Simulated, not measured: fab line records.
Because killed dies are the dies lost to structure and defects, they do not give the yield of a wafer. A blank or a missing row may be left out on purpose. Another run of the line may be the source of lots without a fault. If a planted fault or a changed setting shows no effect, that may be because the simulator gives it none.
fab line records -- flow gf180mcu
[record] lots = 5, wafers = 23
route steps=602 shown HV_LDD@185 NSD@237 M1@315 V1@344 M2@373
start_h: hours from the record's opening day to when the first of the lot's shown wafers began -- wait_h: time in hours since the lot's previous step -- " identical to the entry in the row above -- L1.1+2: a single row standing in for several wafers -- - value missing, or start not given -- * or withheld: withheld -- < > ~ a bound
route shown NAME@n: a module of which the file shows steps, and the number in the route of the first -- usual: mean and standard deviation over wafers with no fault -- same: alike in all rows -- chamber/n: place in a boat -- sites: readings site by site -- _std_site: standard deviation across them -- _edge_site: mean of outer sites minus mean of inner sites -- radius_mm: how far each site lies from the wafer's centre -- mask NAME#n: copy n -- behind: the last tool/chamber to shape the wafer -- hold: what put the lot on hold/how long, in hours/how the hold closed -- device: transistor that didn't switch, given as n, p or np -- end of line: tests run on the same wafers once the route is complete -- a step given without rows: its recipe and nothing more -- killed: the dies lost at the first sort to structure and to defects; this is not the yield of the wafer -- map: a wafer's dies, marking killed ones x, the rest . and places with no die _
set.NAME: the setting as run; set.NAME@STEP: as run at that earlier step -- model.NAME: the simulator's own value behind a step, which no gauge read
lots where settings were altered on purpose, with a table for each step and a row for each wafer
[[steps]]
[step GF_HV_LDD_IMPLANT_09]
[recipe] species = As, energy_kev = 40, dose_cm2 = 1e+14, tilt_deg = 7
lot.wafer,tool,chamber,start_h,wait_h,set.dose_cm2
L075.2+3+5,implanter-04,0,222.39,0.0,1.1e+14
L075.4+6,implanter-04,0,222.39,0.0,1e+14
L078.1+6,implanter-01,0,255.60,0.0,1e+14
L078.2+3+5,implanter-01,0,255.60,0.0,8.406e+13
L079.1+3+5,implanter-02,0,258.45,0.0,1e+14
L079.2+6,implanter-02,0,258.45,0.0,1.125e+14
L080.2+5+6,implanter-01,0,271.84,0.0,1e+14
L083.1+3+4,implanter-04,0,293.65,0.0,1e+14
L083.2+5,implanter-04,0,293.65,0.0,1.175e+14
[step GF_HV_LDD_STRIP_10]
[recipe] chemistry = O2/N2, power_w = 1400, pressure_mtorr = 1500, platen_temp_c = 250, o2_flow_sccm = 3000, n2_flow_sccm = 300, overash_fraction = 0.5
[step GF_HV_LDD_TW_MEAS_11]
[usual] HV_LDD_TW = 2419/9.4
lot.wafer,tool,chamber,start_h,wait_h,set.dose_cm2@HV_LDD_IMPLANT_09,HV_LDD_TW
L075.2,film_metro-04,-,222.62,0.1,1.1e+14,2480
L075.3,film_metro-04,-,222.62,0.1,1.1e+14,2472
L075.4,film_metro-04,-,222.62,0.1,1e+14,2424
L075.5,film_metro-04,-,222.62,0.1,1.1e+14,2477
L075.6,film_metro-04,-,222.62,0.1,1e+14,2419
L078.1,film_metro-02,-,255.85,0.1,1e+14,2426
L078.2,film_metro-02,-,255.85,0.1,8.406e+13,2318
L078.3,film_metro-02,-,255.85,0.1,8.406e+13,2322
L078.5,film_metro-02,-,255.85,0.1,8.406e+13,2319
L078.6,film_metro-02,-,255.85,0.1,1e+14,2431
L079.1,film_metro-04,-,258.70,0.1,1e+14,2421
L079.2,film_metro-04,-,258.70,0.1,1.125e+14,2492
L079.3,film_metro-04,-,258.70,0.1,1e+14,2419
L079.5,film_metro-04,-,258.70,0.1,1e+14,2423
L079.6,film_metro-04,-,258.70,0.1,1.125e+14,2500
L080.2,film_metro-02,-,272.07,0.1,1e+14,2427
L080.5,film_metro-02,-,272.07,0.1,1e+14,2406
L080.6,film_metro-02,-,272.07,0.1,1e+14,2427
L083.1,film_metro-04,-,293.90,0.1,1e+14,2418
L083.2,film_metro-04,-,293.90,0.1,1.175e+14,2518
L083.3,film_metro-04,-,293.90,0.1,1e+14,2412
L083.4,film_metro-04,-,293.90,0.1,1e+14,2402
L083.5,film_metro-04,-,293.90,0.1,1.175e+14,2528
[step GF_HV_LDD_EXPOSE_16]
[recipe] mask_id = Pplus_LV_AREA, target_cd_nm = 400, na = 0.6, source_shape = conventional, sigma_outer = 0.6, dose_mj = 140
lot.wafer,tool,chamber,start_h,wait_h,mask,set.dose_mj
L075.2+5+6,iline_stepper-01,0,-,-,Pplus_LV_AREA#0,140
L075.3+4,iline_stepper-01,0,-,-,Pplus_LV_AREA#0,142.6
L078.1+3,iline_stepper-01,0,-,-,Pplus_LV_AREA#0,140
L078.2+5+6,iline_stepper-01,0,-,-,Pplus_LV_AREA#0,131.9
L079.1+2+3+5+6,iline_stepper-02,0,-,-,Pplus_LV_AREA#0,140
L080.2+5+6,iline_stepper-01,0,-,-,Pplus_LV_AREA#0,140
L083.1+2+3+4+5,iline_stepper-02,0,-,-,Pplus_LV_AREA#0,140
[step GF_HV_LDD_PEB_17]
[recipe] temp_c = withheld, time_s = *, resist = NOVOLAK
[step GF_HV_LDD_DEVELOP_18]
[recipe] develop_time_s = 60, dev_temp_c = 23
[step GF_HV_LDD_CD_MEAS_19]
[recipe] target_cd_nm = 400
[usual] cd_nm = 400.8/2.5
lot.wafer,tool,chamber,start_h,wait_h,set.dose_mj@HV_LDD_EXPOSE_16,cd_nm
L075.2,cd_sem-02,-,240.36,0.1,140,402.7
L075.3,cd_sem-02,-,240.36,0.1,142.6,406.6
L075.4,cd_sem-02,-,240.36,0.1,142.6,409.2
L075.5,cd_sem-02,-,240.36,0.1,140,403.7
L075.6,cd_sem-02,-,240.36,0.1,140,403.7
L078.1,cd_sem-02,-,273.87,0.1,140,401.0
L078.2,cd_sem-02,-,273.87,0.1,131.9,385.2
L078.3,cd_sem-02,-,273.87,0.1,140,399.3
L078.5,cd_sem-02,-,273.87,0.1,131.9,383.1
L078.6,cd_sem-02,-,273.87,0.1,131.9,384.4
L079.1,cd_sem-01,-,276.72,0.1,140,399.7
L079.2,cd_sem-01,-,276.72,0.1,140,399.4
L079.3,cd_sem-01,-,276.72,0.1,140,400.3
L079.5,cd_sem-01,-,276.72,0.1,140,397.8
L079.6,cd_sem-01,-,276.72,0.1,140,399.9
L080.2,cd_sem-01,-,289.72,0.1,140,399.6
L080.5,cd_sem-01,-,289.72,0.1,140,399.0
L080.6,cd_sem-01,-,289.72,0.1,140,400.6
L083.1,cd_sem-02,-,313.57,0.1,140,403.6
L083.2,cd_sem-02,-,313.57,0.1,140,405.2
L083.3,cd_sem-02,-,313.57,0.1,140,405.0
L083.4,cd_sem-02,-,313.57,0.1,140,403.2
L083.5,cd_sem-02,-,313.57,0.1,140,404.1
[step GF_HV_LDD_COAT_41]
[recipe] resist = NOVOLAK, spin_rpm = 3000, resist_thk_nm = 1000
lot.wafer,tool,chamber,start_h,wait_h,set.resist_thk_nm,model.NOVOLAK_of_HV_LDD_COAT_41.thk_nm
L075.2,litho_track-03,0,268.08,0.1,947.4,950.6
L075.3,litho_track-03,0,268.08,0.1,1000,1003
L075.4,litho_track-03,0,268.08,0.1,947.4,947.6
L075.5,litho_track-03,0,268.08,0.1,947.4,947.4
L075.6,litho_track-03,0,268.08,0.1,1000,1001
L078.1,litho_track-02,0,302.79,0.1,1019,1017
L078.2,litho_track-02,0,302.79,0.1,1000,994.5
L078.3,litho_track-02,0,302.79,0.1,1000,998.8
L078.5,litho_track-02,0,302.79,0.1,1019,1014
L078.6,litho_track-02,0,302.79,0.1,1000,996
L079.1,litho_track-01,0,305.62,0.1,1000,993.1
L079.2,litho_track-01,0,305.62,0.1,1000,995.6
L079.3,litho_track-01,0,305.62,0.1,1000,995.7
L079.5,litho_track-01,0,305.62,0.1,1000,996.2
L079.6,litho_track-01,0,305.62,0.1,1000,996.5
L080.2,litho_track-01,0,318.30,0.1,1000,996.4
L080.5,litho_track-01,0,318.30,0.1,1000,997.9
L080.6,litho_track-01,0,318.30,0.1,1000,1001
L083.1,litho_track-01,0,343.67,0.1,1000,1002
L083.2+4,litho_track-01,0,343.67,0.1,1000,1005
L083.3,litho_track-01,0,343.67,0.1,1000,1003
L083.5,litho_track-01,0,343.67,0.1,1000,1001
[step GF_HV_LDD_SOFTBAKE_42]
[recipe] temp_c = 90, time_s = 60, resist = NOVOLAK
[step GF_HV_LDD_EXPOSE_43]
[recipe] mask_id = Pplus_HV_AREA, target_cd_nm = 400, na = 0.6, source_shape = conventional, sigma_outer = 0.6, dose_mj = 140
[step GF_HV_LDD_IMPLANT_48]
[recipe] species = B, energy_kev = 25, dose_cm2 = 3.029e+13, tilt_deg = 7
[step GF_HV_LDD_STRIP_49]
[recipe] chemistry = O2/N2, power_w = 1400, pressure_mtorr = 1500, platen_temp_c = 250, o2_flow_sccm = 3000, n2_flow_sccm = 300, overash_fraction = 0.5
[usual] strip_time_to_endpoint_s = 12.62/0.047
lot.wafer,tool,chamber,start_h,wait_h,set.resist_thk_nm@HV_LDD_COAT_41,strip_time_to_endpoint_s
L075.2,plasma_asher-02,1,277.40,0.1,947.4,12.06
L075.3,plasma_asher-02,0,277.40,0.1,1000,12.68
L075.4,plasma_asher-02,1,277.40,0.1,947.4,12.02
L075.5,plasma_asher-02,0,277.40,0.1,947.4,12.03
L075.6,plasma_asher-02,1,277.40,0.1,1000,12.64
L078.1,plasma_asher-02,1,312.75,0.1,1019,12.82
L078.2,plasma_asher-02,0,312.75,0.1,1000,12.57
L078.3,plasma_asher-02,0,312.75,0.1,1000,12.62
L078.5,plasma_asher-02,1,312.75,0.1,1019,12.79
L078.6,plasma_asher-02,0,312.75,0.1,1000,12.60
L079.1,plasma_asher-03,0,315.43,0.1,1000,12.54
L079.2,plasma_asher-03,1,315.43,0.1,1000,12.58
L079.3,plasma_asher-03,0,315.43,0.1,1000,12.57
L079.5,plasma_asher-03,0,315.43,0.1,1000,12.61
L079.6,plasma_asher-03,1,315.43,0.1,1000,12.58
L080.2,plasma_asher-02,0,328.80,0.1,1000,12.57
L080.5,plasma_asher-02,0,328.80,0.1,1000,12.59
L080.6,plasma_asher-02,1,328.80,0.1,1000,12.65
L083.1,plasma_asher-02,0,354.86,0.1,1000,12.66
L083.2,plasma_asher-02,1,354.86,0.1,1000,12.68
L083.3,plasma_asher-02,0,354.86,0.1,1000,12.66
L083.4,plasma_asher-02,1,354.86,0.1,1000,12.70
L083.5,plasma_asher-02,0,354.86,0.1,1000,12.63
[step GF_HV_LDD_CLEAN_51]
[recipe] chemistry = SC1/SC2, mix = 1:4:20, temp_c = 70, time_s = 150, dry = n2_spin
[step GF_HV_LDD_RTA_52]
[recipe] temp_c = 1000, time_s = 10, ambient = N2
[step GF_HV_LDD_RS_MEAS_53]
[recipe] thk_meas_gauge = four-point-probe
[usual] HV_LDD_RS = 417.9/0.78
lot.wafer,tool,chamber,start_h,wait_h,set.dose_cm2@HV_LDD_IMPLANT_09,HV_LDD_RS[ohm/sq]
L075.2,film_metro-02,-,277.69,0.1,1.1e+14,400.5
L075.3,film_metro-02,-,277.69,0.1,1.1e+14,399.3
L075.4,film_metro-02,-,277.69,0.1,1e+14,416.3
L075.5,film_metro-02,-,277.69,0.1,1.1e+14,399.4
L075.6,film_metro-02,-,277.69,0.1,1e+14,417.3
L078.1,film_metro-02,-,313.02,0.1,1e+14,417.5
L078.2,film_metro-02,-,313.02,0.1,8.406e+13,449.0
L078.3,film_metro-02,-,313.02,0.1,8.406e+13,449.0
L078.5,film_metro-02,-,313.02,0.1,8.406e+13,450.3
L078.6,film_metro-02,-,313.02,0.1,1e+14,416.9
L079.1,film_metro-04,-,315.71,0.1,1e+14,416.2
L079.2,film_metro-04,-,315.71,0.1,1.125e+14,397.0
L079.3,film_metro-04,-,315.71,0.1,1e+14,418.3
L079.5,film_metro-04,-,315.71,0.1,1e+14,417.9
L079.6,film_metro-04,-,315.71,0.1,1.125e+14,395.0
L080.2,film_metro-02,-,329.10,0.1,1e+14,417.3
L080.5,film_metro-02,-,329.10,0.1,1e+14,417.1
L080.6,film_metro-02,-,329.10,0.1,1e+14,417.0
L083.1,film_metro-01,-,355.14,0.1,1e+14,418.3
L083.2,film_metro-01,-,355.14,0.1,1.175e+14,388.2
L083.3,film_metro-01,-,355.14,0.1,1e+14,418.0
L083.4,film_metro-01,-,355.14,0.1,1e+14,419.6
L083.5,film_metro-01,-,355.14,0.1,1.175e+14,388.7
[step GF_NSD_COAT_02]
[recipe] resist = NOVOLAK, spin_rpm = 3000, resist_thk_nm = 1000
lot.wafer,tool,chamber,start_h,wait_h,set.resist_thk_nm,model.NOVOLAK_of_NSD_COAT_02.thk_nm
L075.2,litho_track-02,0,288.57,0.1,984.1,978.6
L075.3,litho_track-02,0,288.57,0.1,1000,997.5
L075.4,litho_track-02,0,288.57,0.1,1000,996.8
L075.5,litho_track-02,0,288.57,0.1,984.1,983
L075.6,litho_track-02,0,288.57,0.1,1000,997.9
L078.1,litho_track-04,0,324.97,0.1,950.1,948.5
L078.2,litho_track-04,0,324.97,0.1,950.1,949.9
L078.3,litho_track-04,0,324.97,0.1,950.1,949.5
L078.5,litho_track-04,0,324.97,0.1,1000,999.8
L078.6,litho_track-04,0,324.97,0.1,1000,998.8
L079.1+3,litho_track-04,0,332.02,0.1,1000,1001
L079.2,litho_track-04,0,332.02,0.1,1000,1005
L079.5,litho_track-04,0,332.02,0.1,1000,1000
L079.6,litho_track-04,0,332.02,0.1,1000,1002
L080.2,litho_track-03,0,342.68,0.1,1000,1001
L080.5,litho_track-03,0,342.68,0.1,1000,1002
L080.6,litho_track-03,0,342.68,0.1,1000,1003
L083.1+3,litho_track-04,0,368.97,0.1,1028,1028
L083.2,litho_track-04,0,368.97,0.1,1028,1031
L083.4,litho_track-04,0,368.97,0.1,1000,1001
L083.5,litho_track-04,0,368.97,0.1,1000,1000
[step GF_NSD_SOFTBAKE_03]
[recipe] temp_c = 90, time_s = 60, resist = NOVOLAK
[step GF_NSD_EXPOSE_04]
[recipe] mask_id = Nplus, target_cd_nm = 400, na = 0.6, source_shape = conventional, sigma_outer = 0.6, dose_mj = 140
[step GF_NSD_PEB_05]
[recipe] temp_c = withheld, time_s = *, resist = NOVOLAK
[step GF_NSD_DEVELOP_06]
[recipe] develop_time_s = 62.17, dev_temp_c = 23
lot.wafer,tool,chamber,start_h,wait_h,set.resist_thk_nm@NSD_COAT_02,model.NSD.cd_nm
L075.2,litho_track-02,0,297.42,0.1,984.1,402.8
L075.3,litho_track-02,0,297.42,0.1,1000,401.1
L075.4,litho_track-02,0,297.42,0.1,1000,400.1
L075.5,litho_track-02,0,297.42,0.1,984.1,401.3
L075.6,litho_track-02,0,297.42,0.1,1000,400.9
L078.1,litho_track-02,0,334.94,0.1,950.1,406.5
L078.2,litho_track-02,0,334.94,0.1,950.1,404.7
L078.3,litho_track-02,0,334.94,0.1,950.1,405.1
L078.5,litho_track-02,0,334.94,0.1,1000,399.6
L078.6,litho_track-02,0,334.94,0.1,1000,398.9
L079.1,litho_track-04,0,341.87,0.1,1000,401.6
L079.2,litho_track-04,0,341.87,0.1,1000,400.9
L079.3,litho_track-04,0,341.87,0.1,1000,399.4
L079.5,litho_track-04,0,341.87,0.1,1000,400.7
L079.6,litho_track-04,0,341.87,0.1,1000,399.8
L080.2,litho_track-04,0,353.29,0.1,1000,398.7
L080.5,litho_track-04,0,353.29,0.1,1000,400.2
L080.6,litho_track-04,0,353.29,0.1,1000,399.2
L083.1,litho_track-03,0,379.45,0.1,1028,403.2
L083.2,litho_track-03,0,379.45,0.1,1028,401.5
L083.3,litho_track-03,0,379.45,0.1,1028,401.8
L083.4,litho_track-03,0,379.45,0.1,1000,403.1
L083.5,litho_track-03,0,379.45,0.1,1000,404.7
[step GF_NSD_CD_MEAS_07]
[recipe] target_cd_nm = 400
[usual] cd_nm = 400.7/2
lot.wafer,tool,chamber,start_h,wait_h,set.resist_thk_nm@NSD_COAT_02,cd_nm
L075.2,cd_sem-02,-,297.56,0.1,984.1,403.0
L075.3,cd_sem-02,-,297.56,0.1,1000,401.4
L075.4,cd_sem-02,-,297.56,0.1,1000,400.0
L075.5,cd_sem-02,-,297.56,0.1,984.1,401.4
L075.6,cd_sem-02,-,297.56,0.1,1000,400.8
L078.1,cd_sem-02,-,335.09,0.1,950.1,406.8
L078.2,cd_sem-02,-,335.09,0.1,950.1,404.7
L078.3,cd_sem-02,-,335.09,0.1,950.1,405.3
L078.5,cd_sem-02,-,335.09,0.1,1000,399.7
L078.6,cd_sem-02,-,335.09,0.1,1000,399.3
L079.1,cd_sem-01,-,342.02,0.1,1000,401.6
L079.2,cd_sem-01,-,342.02,0.1,1000,400.6
L079.3,cd_sem-01,-,342.02,0.1,1000,399.0
L079.5,cd_sem-01,-,342.02,0.1,1000,400.4
L079.6,cd_sem-01,-,342.02,0.1,1000,399.8
L080.2,cd_sem-01,-,353.44,0.1,1000,398.7
L080.5,cd_sem-01,-,353.44,0.1,1000,400.3
L080.6,cd_sem-01,-,353.44,0.1,1000,399.0
L083.1,cd_sem-01,-,379.60,0.1,1028,403.6
L083.2,cd_sem-01,-,379.60,0.1,1028,401.3
L083.3,cd_sem-01,-,379.60,0.1,1028,401.7
L083.4,cd_sem-01,-,379.60,0.1,1000,402.9
L083.5,cd_sem-01,-,379.60,0.1,1000,404.8
[step GF_NSD_IMPLANT_09]
[recipe] species = As, energy_kev = 60, dose_cm2 = 4e+15, tilt_deg = 7
[step GF_NSD_IMPLANT_10]
[recipe] species = P, energy_kev = 40, dose_cm2 = 5e+14, tilt_deg = 7
[step GF_NSD_STRIP_11]
[recipe] chemistry = O2/N2, power_w = 1400, pressure_mtorr = 1500, platen_temp_c = 250, o2_flow_sccm = 3000, n2_flow_sccm = 300, overash_fraction = 0.5
[usual] strip_time_to_endpoint_s = 22.95/0.037
lot.wafer,tool,chamber,start_h,wait_h,set.resist_thk_nm@NSD_COAT_02,strip_time_to_endpoint_s
L075.2,plasma_asher-01,1,298.00,0.1,984.1,22.72
L075.3,plasma_asher-01,1,298.00,0.1,1000,22.94
L075.4,plasma_asher-01,0,298.00,0.1,1000,22.94
L075.5,plasma_asher-01,1,298.00,0.1,984.1,22.77
L075.6,plasma_asher-01,0,298.00,0.1,1000,22.97
L078.1,plasma_asher-01,1,335.55,0.1,950.1,22.37
L078.2,plasma_asher-01,0,335.55,0.1,950.1,22.40
L078.3,plasma_asher-01,1,335.55,0.1,950.1,22.39
L078.5,plasma_asher-01,1,335.55,0.1,1000,22.95
L078.6,plasma_asher-01,0,335.55,0.1,1000,22.93
L079.1,plasma_asher-02,1,342.47,0.1,1000,22.99
L079.2,plasma_asher-02,0,342.47,0.1,1000,23.00
L079.3,plasma_asher-02,0,342.47,0.1,1000,22.99
L079.5,plasma_asher-02,1,342.47,0.1,1000,22.96
L079.6,plasma_asher-02,0,342.47,0.1,1000,22.97
L080.2,plasma_asher-01,1,353.87,0.1,1000,22.96
L080.5,plasma_asher-01,1,353.87,0.1,1000,22.97
L080.6,plasma_asher-01,0,353.87,0.1,1000,22.99
L083.1,plasma_asher-03,0,380.06,0.1,1028,23.29
L083.2,plasma_asher-03,1,380.06,0.1,1028,23.33
L083.3,plasma_asher-03,1,380.06,0.1,1028,23.27
L083.4,plasma_asher-03,0,380.06,0.1,1000,22.96
L083.5,plasma_asher-03,1,380.06,0.1,1000,22.94
[step GF_M1_SPUTTER_00]
[recipe] material = Ti, target_thk_nm = 37.5, arriving_ion_energy_ev = 80, substrate_temp_c = 200, chamber_pressure_pa = 2, power_w = 4000, time_s = 150
lot.wafer,tool,chamber,start_h,wait_h,set.time_s,model.Ti_of_M1_SPUTTER_00.thk_nm
L075.2,pvd_sputter-02,-,363.68,0.1,150,37.87
L075.3,pvd_sputter-02,-,363.68,0.1,137.7,34.69
L075.4,pvd_sputter-02,-,363.68,0.1,150,38.17
L075.5,pvd_sputter-02,-,363.68,0.1,137.7,34.53
L075.6,pvd_sputter-02,-,363.68,0.1,137.7,34.6
L078.1,pvd_sputter-04,-,405.27,0.1,150,37.82
L078.2,pvd_sputter-04,-,405.27,0.1,150,37.81
L078.3,pvd_sputter-04,-,405.27,0.1,150,37.52
L078.5,pvd_sputter-04,-,405.27,0.1,150,37.78
L078.6,pvd_sputter-04,-,405.27,0.1,150,37.61
L079.1,pvd_sputter-01,-,414.26,0.1,133.6,32.91
L079.2,pvd_sputter-01,-,414.26,0.1,133.6,33.32
L079.3,pvd_sputter-01,-,414.26,0.1,150,37.27
L079.5,pvd_sputter-01,-,414.26,0.1,150,37.02
L079.6,pvd_sputter-01,-,414.26,0.1,133.6,33.01
L080.2,pvd_sputter-02,-,425.99,0.1,150,37.24
L080.5,pvd_sputter-02,-,425.99,0.1,150,36.75
L080.6,pvd_sputter-02,-,425.99,0.1,150,37.56
L083.1,pvd_sputter-04,-,454.21,0.2,150,36.77
L083.2,pvd_sputter-04,-,454.21,0.2,150,37.07
L083.3,pvd_sputter-04,-,454.21,0.2,150,36.27
L083.4,pvd_sputter-04,-,454.21,0.2,150,36.75
L083.5,pvd_sputter-04,-,454.21,0.2,150,36.83
[step GF_M1_SPUTTER_04]
[recipe] material = TiN, target_thk_nm = 50, power_w = 6500, time_s = 41.7, chamber_pressure_pa = 0.4
lot.wafer,tool,chamber,start_h,wait_h,set.chamber_pressure_pa,model.TiN_of_M1_SPUTTER_04.thk_nm
L075.2,pvd_sputter-02,-,363.87,0.0,0.4,49.95
L075.3,pvd_sputter-02,-,363.87,0.0,0.4,50.25
L075.4,pvd_sputter-02,-,363.87,0.0,0.4,49.81
L075.5,pvd_sputter-02,-,363.87,0.0,0.4,49.71
L075.6,pvd_sputter-02,-,363.87,0.0,0.4,49.57
L078.1,pvd_sputter-04,-,405.45,0.0,0.4523,48.27
L078.2+3,pvd_sputter-04,-,405.45,0.0,0.4523,48.37
L078.5,pvd_sputter-04,-,405.45,0.0,0.4523,48.7
L078.6,pvd_sputter-04,-,405.45,0.0,0.4523,48.57
L079.1,pvd_sputter-01,-,414.45,0.0,0.4168,49.18
L079.2,pvd_sputter-01,-,414.45,0.0,0.4168,49.21
L079.3,pvd_sputter-01,-,414.45,0.0,0.4168,49.93
L079.5,pvd_sputter-01,-,414.45,0.0,0.4168,49
L079.6,pvd_sputter-01,-,414.45,0.0,0.4168,49.62
L080.2,pvd_sputter-02,-,426.17,0.0,0.4,49.87
L080.5,pvd_sputter-02,-,426.17,0.0,0.4,50.18
L080.6,pvd_sputter-02,-,426.17,0.0,0.4,49.7
L083.1,pvd_sputter-04,-,454.39,0.0,0.3574,51.05
L083.2,pvd_sputter-04,-,454.39,0.0,0.3574,51.42
L083.3,pvd_sputter-04,-,454.39,0.0,0.3574,51.28
L083.4,pvd_sputter-04,-,454.39,0.0,0.3574,50.83
L083.5,pvd_sputter-04,-,454.39,0.0,0.3574,51.5
[step GF_V1_COAT_09]
[recipe] resist = KrF, spin_rpm = withheld, resist_thk_nm = 1000
lot.wafer,tool,chamber,start_h,wait_h,set.resist_thk_nm,model.KrF_of_V1_COAT_09.thk_nm
L075.2,litho_track-01,0,-,-,1000,1003
L075.3,litho_track-01,0,-,-,1000,1001
L075.4,litho_track-01,0,-,-,944.9,946.9
L075.5,litho_track-01,0,-,-,944.9,945.8
L075.6,litho_track-01,0,-,-,944.9,945.6
L078.1,litho_track-02,0,-,-,966.5,965.5
L078.2,litho_track-02,0,-,-,966.5,962.9
L078.3,litho_track-02,0,-,-,1000,999.8
L078.5,litho_track-02,0,-,-,966.5,965
L078.6,litho_track-02,0,-,-,1000,997.9
L079.1,litho_track-01,0,-,-,1039,1040
L079.2,litho_track-01,0,-,-,1039,1036
L079.3,litho_track-01,0,-,-,1000,999.5
L079.5,litho_track-01,0,-,-,1000,998.7
L079.6,litho_track-01,0,-,-,1000,996.9
L080.2,litho_track-04,0,-,-,1000,1004
L080.5,litho_track-04,0,-,-,1000,996.7
L080.6,litho_track-04,0,-,-,1000,1002
L083.1,litho_track-04,0,-,-,975.3,977.6
L083.2,litho_track-04,0,-,-,1000,1002
L083.3,litho_track-04,0,-,-,975.3,978.9
L083.4,litho_track-04,0,-,-,1000,1004
L083.5,litho_track-04,0,-,-,1000,1003
[step GF_M2_EXPOSE_11]
[recipe] mask_id = Metal2, target_cd_nm = 280, na = 0.68, source_shape = conventional, sigma_outer = 0.6, dose_mj = 28
lot.wafer,tool,chamber,start_h,wait_h,mask,set.dose_mj
L075.2+3+4+5+6,krf_scanner-01,0,-,-,Metal2#0,28
L078.1+3,krf_scanner-02,0,-,-,Metal2#0,26.92
L078.2+5+6,krf_scanner-02,0,-,-,Metal2#0,28
L079.1+3+6,krf_scanner-01,0,-,-,Metal2#0,26.15
L079.2+5,krf_scanner-01,0,-,-,Metal2#0,28
L080.2+5+6,krf_scanner-02,0,-,-,Metal2#0,28
L083.1+2+5,krf_scanner-01,0,-,-,Metal2#0,26.15
L083.3+4,krf_scanner-01,0,-,-,Metal2#0,28
[step GF_M2_PEB_12]
[recipe] peb_temp_c = 135, peb_time_s = 90, resist = KrF
[step GF_M2_DEVELOP_13]
[recipe] develop_time_s = 60, dev_temp_c = 22.2
lot.wafer,tool,chamber,start_h,wait_h,set.dose_mj@M2_EXPOSE_11,model.M2.cd_nm
L075.2,litho_track-04,0,435.94,0.2,28,280.7
L075.3,litho_track-04,0,435.94,0.2,28,279.9
L075.4,litho_track-04,0,435.94,0.2,28,279.7
L075.5,litho_track-04,0,435.94,0.2,28,280.4
L075.6,litho_track-04,0,435.94,0.2,28,280.5
L078.1,litho_track-01,0,481.32,0.2,26.92,285.3
L078.2,litho_track-01,0,481.32,0.2,28,279.6
L078.3,litho_track-01,0,481.32,0.2,26.92,285.1
L078.5,litho_track-01,0,481.32,0.2,28,278.8
L078.6,litho_track-01,0,481.32,0.2,28,278.5
L079.1,litho_track-04,0,489.47,0.2,26.15,289.3
L079.2,litho_track-04,0,489.47,0.2,28,277
L079.3,litho_track-04,0,489.47,0.2,26.15,288
L079.5,litho_track-04,0,489.47,0.2,28,278.7
L079.6,litho_track-04,0,489.47,0.2,26.15,289.2
L080.2,litho_track-04,0,500.94,0.2,28,280.7
L080.5,litho_track-04,0,500.94,0.2,28,280.3
L080.6,litho_track-04,0,500.94,0.2,28,281.6
L083.1,litho_track-04,0,529.12,0.2,26.15,290.5
L083.2,litho_track-04,0,529.12,0.2,26.15,290.1
L083.3,litho_track-04,0,529.12,0.2,28,280.7
L083.4,litho_track-04,0,529.12,0.2,28,280
L083.5,litho_track-04,0,529.12,0.2,26.15,290.3
[step GF_M2_CD_MEAS_14]
[recipe] target_cd_nm = 280
[usual] cd_nm = 280.4/1.5
lot.wafer,tool,chamber,start_h,wait_h,set.dose_mj@M2_EXPOSE_11,cd_nm
L075.2,cd_sem-01,-,436.09,0.1,28,280.9
L075.3,cd_sem-01,-,436.09,0.1,28,280.0
L075.4,cd_sem-01,-,436.09,0.1,28,279.5
L075.5,cd_sem-01,-,436.09,0.1,28,280.3
L075.6,cd_sem-01,-,436.09,0.1,28,280.5
L078.1,cd_sem-02,-,481.47,0.1,26.92,285.0
L078.2,cd_sem-02,-,481.47,0.1,28,279.5
L078.3,cd_sem-02,-,481.47,0.1,26.92,284.7
L078.5,cd_sem-02,-,481.47,0.1,28,278.8
L078.6,cd_sem-02,-,481.47,0.1,28,278.5
L079.1,cd_sem-01,-,489.62,0.1,26.15,289.3
L079.2,cd_sem-01,-,489.62,0.1,28,277.1
L079.3,cd_sem-01,-,489.62,0.1,26.15,288.0
L079.5,cd_sem-01,-,489.62,0.1,28,278.8
L079.6,cd_sem-01,-,489.62,0.1,26.15,289.1
L080.2,cd_sem-02,-,501.09,0.1,28,280.5
L080.5,cd_sem-02,-,501.09,0.1,28,280.2
L080.6,cd_sem-02,-,501.09,0.1,28,281.2
L083.1,cd_sem-01,-,529.27,0.1,26.15,290.6
L083.2,cd_sem-01,-,529.27,0.1,26.15,290.0
L083.3,cd_sem-01,-,529.27,0.1,28,280.9
L083.4,cd_sem-01,-,529.27,0.1,28,280.1
L083.5,cd_sem-01,-,529.27,0.1,26.15,290.4
[[key]]
[split] step = GF_HV_LDD_IMPLANT_09, setting = dose_cm2, stated = 1e+14, by = wafer
[response] step = GF_HV_LDD_TW_MEAS_11, reading = HV_LDD_TW, change = +6.34, per = 1%, r = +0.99
[response] step = GF_HV_LDD_RS_MEAS_53, reading = HV_LDD_RS, change = -1.81, per = 1%, r = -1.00
[split] step = GF_HV_LDD_EXPOSE_16, setting = dose_mj, stated = 140, by = wafer
[response] step = GF_HV_LDD_CD_MEAS_19, reading = cd_nm, change = +2.72, per = 1%, r = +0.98
[split] step = GF_HV_LDD_COAT_41, setting = resist_thk_nm, stated = 1000, by = wafer
[response] step = GF_HV_LDD_COAT_41, reading = model.NOVOLAK_of_HV_LDD_COAT_41.thk_nm, change = +10.2, per = 1%, r = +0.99
[response] step = GF_HV_LDD_STRIP_49, reading = strip_time_to_endpoint_s, change = *, per = 1%, r = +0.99
[split] step = GF_NSD_COAT_02, setting = resist_thk_nm, stated = 1000, by = wafer
[response] step = GF_NSD_COAT_02, reading = model.NOVOLAK_of_NSD_COAT_02.thk_nm, change = +10.1, per = 1%, r = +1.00
[response] step = GF_NSD_DEVELOP_06, reading = model.NSD.cd_nm, change = -1.07, per = 1%, r = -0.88
[response] step = GF_NSD_CD_MEAS_07, reading = cd_nm, change = -1.06, per = 1%, r = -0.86
[response] step = GF_NSD_STRIP_11, reading = strip_time_to_endpoint_s, change = *, per = 1%, r = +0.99
[split] step = GF_M1_SPUTTER_00, setting = time_s, stated = 150, by = wafer
[response] step = GF_M1_SPUTTER_00, reading = model.Ti_of_M1_SPUTTER_00.thk_nm, change = +0.388, per = 1%, r = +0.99
[split] step = GF_M1_SPUTTER_04, setting = chamber_pressure_pa, stated = 0.4, by = lot
[response] step = GF_M1_SPUTTER_04, reading = model.TiN_of_M1_SPUTTER_04.thk_nm, change = -0.117, per = 1%, r = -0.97
[split] step = GF_V1_COAT_09, setting = resist_thk_nm, stated = 1000, by = wafer
[response] step = GF_V1_COAT_09, reading = model.KrF_of_V1_COAT_09.thk_nm, change = +10.2, per = 1%, r = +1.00
[split] step = GF_M2_EXPOSE_11, setting = dose_mj, stated = 28, by = wafer
[response] step = GF_M2_DEVELOP_13, reading = model.M2.cd_nm, change = -1.59, per = 1%, r = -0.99
[response] step = GF_M2_CD_MEAS_14, reading = cd_nm, change = -1.56, per = 1%, r = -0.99
